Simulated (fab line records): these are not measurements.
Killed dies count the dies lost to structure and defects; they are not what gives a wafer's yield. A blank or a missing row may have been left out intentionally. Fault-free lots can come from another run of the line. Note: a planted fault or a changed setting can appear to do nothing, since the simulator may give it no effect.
A single fault, viewed from 2 desks    flow gf180mcu    only its own numbers are on each desk; what lay behind them is given at the end

TOOL OWNER'S DESK, rie-diel-03
The tool's own readings at GF_V3_ETCH_16 (etches BARC in N2/H2): means of the sampled wafers that have a number, for each lot that ran on this tool. Any lot whose mean is over 4 standard deviations away from the usual mean is out of limits and marked OUT; that distance is given in the brackets.
Columns: A = drypump-motor-current-A at GF_V3_ETCH_16, usual 5.8 A; B = oes-product-au at GF_V3_ETCH_16, usual 0.855 a.u.; C = rf-fwd-power-W at GF_V3_ETCH_16, usual 494.4 W; D = throttle-valve-pct at GF_V3_ETCH_16, usual 13.224 %
lot   first seen here  A    B                 C                D
L879  day 23 04:47     5.5  0.848             493.6            13.234
L896  day 28 10:16     5.0  0.835 (-4.1) OUT  426.5 (-32) OUT  13.218
L899  day 29 01:46     5.4  0.834 (-4.4) OUT  429.0 (-31) OUT  13.215
This desk's finding: out of limits on L896, L899; first on L896, day 28 10:16 (oes-product-au at GF_V3_ETCH_16). L879 stayed within limits.

METROLOGY DESK
Lot by lot, what the gauges showed, no matter which tool ran the lot: averages of those sampled wafers that carry a number. Any lot whose mean is over 4 standard deviations away from the usual mean is out of limits and marked OUT; that distance is given in the brackets.
Columns: A = V3_BOW at GF_V3_BOW_MEAS_05, usual 118 um; B = cd-nm at GF_V3_CD_MEAS_14, usual 260.5 nm; C = V3_OVL at GF_V3_OVL_MEAS_15, usual -2 nm
lot   first seen here  A    B      C
L879  day 22 05:55     123  261.4  -1
L887  day 24 16:20     116  259.7  -13
L891  day 25 22:02     114  260.4  1
L896  day 27 14:41     125  258.5  2
L899  day 28 05:56     116  260.5  -2
L901  day 28 22:05     119  261.5  -2
Finding of this desk: none of the 6 lots has anything out of limits.

PUT TOGETHER
At day 28 10:16, on L896, L899, the tool owner's desk was in a position to raise an alarm.
Nothing out of limits was seen by the metrology desk.
The metrology desk holds a record of L896, L899, inside its limits.
Every lot named ran GF_V3_ETCH_16 on rie-diel-03.

WHAT HAD BEEN PUT IN BY THE SIMULATOR
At GF_V3_ETCH_16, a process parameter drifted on rie-diel-03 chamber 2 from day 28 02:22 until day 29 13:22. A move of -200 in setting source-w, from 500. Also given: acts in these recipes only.
Struck lots among those shown: L896, L899.
Time in hours from fault onset to the first out-of-limits reading at each desk: the tool owner's desk, 8.
